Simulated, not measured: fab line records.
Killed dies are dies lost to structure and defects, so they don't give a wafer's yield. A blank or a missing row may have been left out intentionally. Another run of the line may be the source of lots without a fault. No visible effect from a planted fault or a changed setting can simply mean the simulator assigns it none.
Which tool was responsible? ; flow sky130 ; 14 lots, 42 wafers sampled, at 6 steps of a route of 708

== WHAT EACH GAUGE READ, for each wafer ==
SKY_SD_P_CD_MEAS_07: the cd target is 380 nm.
lot;measured;on;cd_nm (nm)
L258;day 27 00:48;cd_sem-02;378.3 376.3 378.2
L259;day 27 05:12;cd_sem-01;379.3 381.7 377.4
L261;day 28 00:32;cd_sem-02;- - -
L260;day 28 02:03;cd_sem-02;- - -
L262;day 28 02:56;cd_sem-02;383.0 383.2 381.9
L263;day 28 15:50;cd_sem-02;379.1 379.2 377.9
L264;day 29 02:12;cd_sem-01;381.6 380.0 380.0
L266;day 29 13:10;cd_sem-02;382.8 384.6 383.2
L267;day 29 21:55;cd_sem-02;385.3 383.3 386.1
L268;day 30 05:20;cd_sem-02;382.1 383.0 380.0
L272;day 31 18:08;cd_sem-01;375.3 373.7 374.8
L275;day 32 13:19;cd_sem-01;379.8 377.4 377.3
L276;day 32 17:17;cd_sem-02;380.9 379.6 381.9
L277;day 32 23:14;cd_sem-02;384.2 384.0 383.5

SKY_RES_XHIGH_TW_MEAS_09.
lot;measured;on;RES_XHIGH_TW
L258;day 28 05:56;film_metro-03;1606 1613 1618
L259;day 28 09:53;film_metro-01;1626 1626 1630
L261;day 29 05:01;film_metro-04;2845 2829 2827
L260;day 29 07:20;film_metro-03;2848 2845 2840
L262;day 29 08:13;film_metro-01;1633 1634 1634
L263;day 29 20:55;film_metro-03;1610 1612 1611
L264;day 30 07:25;film_metro-04;1630 1631 1627
L266;day 30 17:41;film_metro-01;1614 1624 1617
L267;day 31 02:14;film_metro-04;1608 1621 1613
L268;day 31 09:28;film_metro-01;1626 1620 1617
L272;day 32 22:14;film_metro-01;1628 1632 1628
L275;day 33 16:11;film_metro-01;1619 1622 1624
L276;day 33 19:56;film_metro-04;1619 1615 1618
L277;day 34 02:01;film_metro-01;1618 1619 1620

SKY_SD_N_CD_MEAS_07: the cd target is 380 nm.
lot;measured;on;cd_nm (nm)
L258;day 29 09:35;cd_sem-02;380.3 380.9 380.4
L259;day 29 14:18;cd_sem-01;377.5 380.9 378.1
L261;day 30 09:25;cd_sem-01;378.7 377.9 377.6
L260;day 30 12:14;cd_sem-02;379.3 380.1 378.8
L262;day 30 12:31;cd_sem-01;379.5 377.8 377.8
L263;day 31 00:35;cd_sem-01;378.0 375.8 377.4
L264;day 31 10:52;cd_sem-01;374.5 376.7 376.9
L266;day 31 20:56;cd_sem-01;381.9 380.6 379.6
L267;day 32 05:44;cd_sem-02;382.3 380.1 381.5
L268;day 32 12:44;cd_sem-02;376.8 377.6 376.0
L272;day 34 00:10;cd_sem-02;381.0 383.6 382.5
L275;day 34 18:23;cd_sem-01;381.1 382.8 381.4
L276;day 34 22:01;cd_sem-01;380.6 377.2 379.5
L277;day 35 04:22;cd_sem-02;381.0 379.0 378.9

SKY_SD_N_TW_MEAS_12.
lot;measured;on;SD_N_TW
L258;day 29 10:07;film_metro-04;3929 3928 3923
L259;day 29 14:50;film_metro-04;3912 3913 3924
L261;day 30 09:58;film_metro-03;3928 3909 3899
L260;day 30 12:46;film_metro-04;3953 3934 3960
L262;day 30 13:04;film_metro-03;3883 3906 3902
L263;day 31 01:09;film_metro-04;3940 3955 3937
L264;day 31 11:23;film_metro-01;3921 3939 3934
L266;day 31 21:30;film_metro-04;3931 3936 3946
L267;day 32 06:16;film_metro-01;3963 3954 3936
L268;day 32 13:16;film_metro-04;3985 3971 3959
L272;day 34 00:43;film_metro-01;3915 3942 3920
L275;day 34 18:55;film_metro-03;3915 3904 3925
L276;day 34 22:33;film_metro-03;3919 3926 3909
L277;day 35 04:55;film_metro-01;3903 3926 3920

== EACH LOT AND THE TOOL THAT RAN IT (in order: tool; ch and the chambers of the sampled wafers; start) ==
lot;SKY_LDD_LDN_STRIP_12;SKY_SD_P_COAT_02
L258;plasma_asher-03 ch 0,1, day 24 12:29;litho_track-03 ch 0, day 26 11:17
L259;plasma_asher-02 ch 0,1, day 24 17:14;litho_track-02 ch 0, day 26 14:56
L261;plasma_asher-03 ch 0,1, day 25 13:20;litho_track-01, day 27 09:25
L260;plasma_asher-01 ch 0,1, day 25 13:52;litho_track-02, day 27 11:05
L262;plasma_asher-03 ch 0,1, day 25 14:59;litho_track-01 ch 0, day 27 12:13
L263;plasma_asher-02 ch 0,1, day 26 02:11;litho_track-02 ch 0, day 28 01:17
L264;plasma_asher-02 ch 0,1, day 26 15:19;litho_track-01 ch 0, day 28 10:52
L266;plasma_asher-02 ch 0,1, day 27 02:11;litho_track-02 ch 0, day 28 23:14
L267;plasma_asher-01 ch 0,1, day 27 11:08;litho_track-01 ch 0, day 29 07:53
L268;plasma_asher-01 ch 0, day 27 18:29;litho_track-01 ch 0, day 29 14:37
L272;plasma_asher-03 ch 0,1, day 29 05:41;litho_track-02 ch 0, day 31 03:18
L275;plasma_asher-02 ch 0,1, day 30 04:23;litho_track-03 ch 0, day 31 23:26
L276;plasma_asher-01 ch 0,1, day 30 08:49;litho_track-01 ch 0, day 32 03:07
L277;plasma_asher-02 ch 0,1, day 30 14:41;litho_track-02 ch 0, day 32 08:44
- SKY_LDD_LDN_STRIP_12: strips in O2/N2.
- SKY_SD_P_COAT_02: resist thk 1140 nm.

== WHAT THE TOOLS THEMSELVES READ (means of the sampled wafers that have a number; where no wafer has one, the mark that the record gives instead) ==
SKY_LDD_LDN_STRIP_12.
lot;tool;drypump_motor_current_A (A);oes_product_au (a.u.);strip_time_to_endpoint_s (s)
L258;plasma_asher-03;6.1;0.718;14.13
L259;plasma_asher-02;5.3;0.715;14.14
L261;plasma_asher-03;6.1;0.716;14.19
L260;plasma_asher-01;6.3;0.715;14.16
L262;plasma_asher-03;6.2;0.716;14.19
L263;plasma_asher-02;5.7;0.716;14.17
L264;plasma_asher-02;5.7;0.714;14.08
L266;plasma_asher-02;5.7;0.714;14.18
L267;plasma_asher-01;6.3;0.712;14.16
L268;plasma_asher-01;5.6;0.717;14.17
L272;plasma_asher-03;6.2;0.716;14.21
L275;plasma_asher-02;5.6;0.716;14.17
L276;plasma_asher-01;6.0;0.717;14.19
L277;plasma_asher-02;5.3;0.716;14.20

SKY_SD_P_COAT_02.
lot;tool;chill_plate_temp_C (C);dispense_pressure_kPa (kPa)
L258;litho_track-03;22.94;51
L259;litho_track-02;23.02;54
L261;litho_track-01;-;-
L260;litho_track-02;-;-
L262;litho_track-01;23.03;42
L263;litho_track-02;23.03;54
L264;litho_track-01;23.00;42
L266;litho_track-02;23.05;54
L267;litho_track-01;23.00;42
L268;litho_track-01;22.97;42
L272;litho_track-02;23.08;54
L275;litho_track-03;22.82;51
L276;litho_track-01;22.95;42
L277;litho_track-02;23.15;54

== THE ANSWER, worked out from the rows above alone ==
Rule: the usual values come from the lots themselves. Put in order of their means at a reading, lots are off if they are a third of the lots or fewer, leave a main group of 4 or more, and stand apart from it by a gap of 3 or more times the standard deviation of the main group's means; of several such gaps the widest counts. A main group whose means are all the same, to the digits that the tables above print for the reading, isn't used. Also off: a lot with no number at a reading for which 4 or more lots have one. All remaining lots with rows at the step are treated as sound. The gauges are gone through in route order, then the tools' own readings, and for those a lot's mean is taken as printed above. At the first step where some lot is off, the reading lying furthest off is the one used; lots without a number count as furthest.
Off at SKY_SD_P_CD_MEAS_07 (cd_nm): L261, L260. Without a number there: L261, L260. Main group: mean 380.6 nm, sd 2.9.
If a tool, at a process step before that reading, ran all the lots that are off and no sound lot after the first of them, it fits. Not tried: the gauges at SKY_SD_P_CD_MEAS_07; whatever is off there is also off at SKY_RES_XHIGH_TW_MEAS_09, on other tools, and gauge error can't account for it. None of those tried fits.

== WHAT WAS PUT IN BY THE SIMULATOR ==
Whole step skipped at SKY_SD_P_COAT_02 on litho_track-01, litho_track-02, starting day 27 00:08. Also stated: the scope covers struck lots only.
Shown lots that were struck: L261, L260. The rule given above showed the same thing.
